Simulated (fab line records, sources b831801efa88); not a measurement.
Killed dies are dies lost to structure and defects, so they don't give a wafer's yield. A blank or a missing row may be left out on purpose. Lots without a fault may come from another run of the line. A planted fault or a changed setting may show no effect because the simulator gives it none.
A sampling plan put to the test | flow sfq_line | one fab line, 20 faults that these records tell of, each judged on the records of the lots that it struck
The plan is the line's own looks: the steps of the route at which a gauge or an inspection reads the wafer and doesn't change it. A look can be judged if struck wafers have a number there and the file gives its usual mean and standard deviation on fault-free wafers. Caught: at a look after the fault's first step, the mean of the struck wafers lies 4 or more of those standard deviations (sigma) from the usual mean. On the tool: the same test on the tool's own readings at the fault's steps. Another recipe on the struck wafers, or a record that is blank for them alone, also counts as caught.

THE FAULTS, as the simulator had put them in
1. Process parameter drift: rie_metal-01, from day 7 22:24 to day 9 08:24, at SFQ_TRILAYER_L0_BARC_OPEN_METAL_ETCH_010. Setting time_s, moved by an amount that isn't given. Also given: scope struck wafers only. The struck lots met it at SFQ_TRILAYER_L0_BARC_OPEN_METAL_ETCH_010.
2. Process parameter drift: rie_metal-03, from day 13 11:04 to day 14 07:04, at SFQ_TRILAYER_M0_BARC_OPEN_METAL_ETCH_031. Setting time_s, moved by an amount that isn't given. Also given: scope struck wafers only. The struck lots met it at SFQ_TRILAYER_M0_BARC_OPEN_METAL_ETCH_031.
3. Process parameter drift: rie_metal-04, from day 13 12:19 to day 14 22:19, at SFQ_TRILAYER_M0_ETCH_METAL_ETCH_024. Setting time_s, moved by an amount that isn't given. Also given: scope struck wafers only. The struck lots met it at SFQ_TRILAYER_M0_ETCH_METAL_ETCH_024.
4. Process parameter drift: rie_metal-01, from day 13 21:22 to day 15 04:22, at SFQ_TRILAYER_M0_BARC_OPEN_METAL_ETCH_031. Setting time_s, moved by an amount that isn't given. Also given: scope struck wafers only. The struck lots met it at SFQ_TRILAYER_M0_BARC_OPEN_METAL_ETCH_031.
5. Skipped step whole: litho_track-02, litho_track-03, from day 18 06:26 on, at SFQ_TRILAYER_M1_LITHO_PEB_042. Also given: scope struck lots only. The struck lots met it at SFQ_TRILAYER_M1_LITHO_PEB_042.
6. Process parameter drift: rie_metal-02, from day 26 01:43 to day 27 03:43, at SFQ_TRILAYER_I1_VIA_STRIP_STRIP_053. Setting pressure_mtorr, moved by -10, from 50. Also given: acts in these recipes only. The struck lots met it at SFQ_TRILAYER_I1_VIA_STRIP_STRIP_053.
7. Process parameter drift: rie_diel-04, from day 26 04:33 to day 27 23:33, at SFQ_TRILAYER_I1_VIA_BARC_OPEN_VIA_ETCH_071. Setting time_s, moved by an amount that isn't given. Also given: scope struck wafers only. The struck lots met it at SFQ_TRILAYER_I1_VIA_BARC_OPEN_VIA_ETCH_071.
8. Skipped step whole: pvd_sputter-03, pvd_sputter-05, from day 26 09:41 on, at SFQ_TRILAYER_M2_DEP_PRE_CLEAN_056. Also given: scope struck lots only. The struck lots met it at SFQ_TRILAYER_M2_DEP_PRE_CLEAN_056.
9. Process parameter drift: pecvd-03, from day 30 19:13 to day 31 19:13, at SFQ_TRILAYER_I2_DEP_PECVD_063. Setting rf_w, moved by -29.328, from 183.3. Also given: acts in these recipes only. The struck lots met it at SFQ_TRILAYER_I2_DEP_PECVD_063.
10. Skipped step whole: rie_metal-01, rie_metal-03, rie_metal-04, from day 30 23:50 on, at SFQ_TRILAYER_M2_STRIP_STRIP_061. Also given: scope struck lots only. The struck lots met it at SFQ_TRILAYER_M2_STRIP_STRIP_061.
11. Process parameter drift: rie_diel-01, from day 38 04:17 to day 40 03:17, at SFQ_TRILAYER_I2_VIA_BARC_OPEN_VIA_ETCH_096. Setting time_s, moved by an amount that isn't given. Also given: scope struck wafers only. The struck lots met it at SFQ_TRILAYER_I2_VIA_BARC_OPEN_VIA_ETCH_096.
12. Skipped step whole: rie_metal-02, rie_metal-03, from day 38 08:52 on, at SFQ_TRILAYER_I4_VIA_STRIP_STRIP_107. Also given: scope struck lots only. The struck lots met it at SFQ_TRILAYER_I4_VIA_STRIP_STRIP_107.
13. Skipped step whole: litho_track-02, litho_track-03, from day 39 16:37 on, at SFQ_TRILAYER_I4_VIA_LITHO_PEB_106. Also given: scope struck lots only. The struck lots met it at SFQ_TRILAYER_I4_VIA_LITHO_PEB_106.
14. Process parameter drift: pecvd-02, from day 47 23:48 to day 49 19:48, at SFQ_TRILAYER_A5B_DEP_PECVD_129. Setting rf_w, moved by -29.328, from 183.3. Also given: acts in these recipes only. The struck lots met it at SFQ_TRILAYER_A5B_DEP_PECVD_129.
15. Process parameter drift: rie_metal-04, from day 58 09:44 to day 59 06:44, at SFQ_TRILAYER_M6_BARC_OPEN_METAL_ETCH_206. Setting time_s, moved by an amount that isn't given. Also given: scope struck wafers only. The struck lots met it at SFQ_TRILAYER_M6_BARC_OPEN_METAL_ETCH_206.
16. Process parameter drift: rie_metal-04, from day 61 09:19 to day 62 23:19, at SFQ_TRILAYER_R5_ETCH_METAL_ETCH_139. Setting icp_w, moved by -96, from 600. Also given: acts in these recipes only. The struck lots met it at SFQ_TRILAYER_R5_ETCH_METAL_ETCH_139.
17. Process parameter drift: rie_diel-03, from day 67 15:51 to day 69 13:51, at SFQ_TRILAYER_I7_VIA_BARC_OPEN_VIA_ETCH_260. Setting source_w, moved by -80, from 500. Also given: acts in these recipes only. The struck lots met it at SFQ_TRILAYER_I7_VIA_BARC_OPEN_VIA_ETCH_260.
18. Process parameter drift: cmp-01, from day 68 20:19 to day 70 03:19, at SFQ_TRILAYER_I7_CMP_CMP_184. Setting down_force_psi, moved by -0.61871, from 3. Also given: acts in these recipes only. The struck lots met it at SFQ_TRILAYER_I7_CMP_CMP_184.
19. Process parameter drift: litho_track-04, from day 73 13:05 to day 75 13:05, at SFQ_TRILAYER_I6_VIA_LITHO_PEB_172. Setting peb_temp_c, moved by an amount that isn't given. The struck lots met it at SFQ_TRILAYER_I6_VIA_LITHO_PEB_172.
20. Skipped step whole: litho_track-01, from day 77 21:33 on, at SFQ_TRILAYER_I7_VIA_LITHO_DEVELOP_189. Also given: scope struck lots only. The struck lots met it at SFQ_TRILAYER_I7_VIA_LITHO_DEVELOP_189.

WHAT THE PLAN SAW
fault | on the tool itself                               | first look that catches it                      | reading, sigma | median hours from its first step to that look | hours from the fault's start to the first struck lot there | judged looks passed uncaught
1     | oes_product_au +24 sigma                         | none of the 2 looks that can be judged after it | -              | -                                             | -                                                          | 2
2     | run_length_s +29 sigma                           | not the one look that can be judged after it    | -              | -                                             | -                                                          | 1
3     | run_length_s -43 sigma                           | not the one look that can be judged after it    | -              | -                                             | -                                                          | 1
4     | run_length_s +88 sigma                           | no look after it can be judged                  | -              | -                                             | -                                                          | 0
5     | the tool's record is blank for the struck wafers | not the one look that can be judged after it    | -              | -                                             | -                                                          | 1
6     | chamber_pressure_mTorr -99 or beyond sigma       | no look after it can be judged                  | -              | -                                             | -                                                          | 0
7     | oes_product_au +13 sigma                         | not the one look that can be judged after it    | -              | -                                             | -                                                          | 1
8     | the tool's record is blank for the struck wafers | not the one look that can be judged after it    | -              | -                                             | -                                                          | 1
9     | rf_fwd_power_W -48 sigma                         | no look after it can be judged                  | -              | -                                             | -                                                          | 0
10    | the tool's record is blank for the struck wafers | no look after it can be judged                  | -              | -                                             | -                                                          | 0
11    | run_length_s +15 sigma                           | no look after it can be judged                  | -              | -                                             | -                                                          | 0
12    | the tool's record is blank for the struck wafers | not the one look that can be judged after it    | -              | -                                             | -                                                          | 1
13    | the tool's record is blank for the struck wafers | no look after it can be judged                  | -              | -                                             | -                                                          | 0
14    | rf_fwd_power_W -46 sigma                         | no look after it can be judged                  | -              | -                                             | -                                                          | 0
15    | oes_product_au +13 sigma                         | no look after it can be judged                  | -              | -                                             | -                                                          | 0
16    | rf_fwd_power_W -38 sigma                         | no look after it can be judged                  | -              | -                                             | -                                                          | 0
17    | rf_fwd_power_W -44 sigma                         | no look after it can be judged                  | -              | -                                             | -                                                          | 0
18    | head_pressure_psi -91 sigma                      | no look after it can be judged                  | -              | -                                             | -                                                          | 0
19    | heater_power_total_W +14 sigma                   | not the one look that can be judged after it    | -              | -                                             | -                                                          | 1
20    | the tool's record is blank for the struck wafers | no look after it can be judged                  | -              | -                                             | -                                                          | 0
A dash: the fault isn't caught, or these records don't give the number.

Caught at a look: 0 of 20. Caught on the tool: 20 of 20. By one or the other: 20 of 20.
Caught on the tool alone: faults 1, 2, 3, 4, 5, 6, 7, 8, 9, 10, 11, 12, 13, 14, 15, 16, 17, 18, 19, 20.
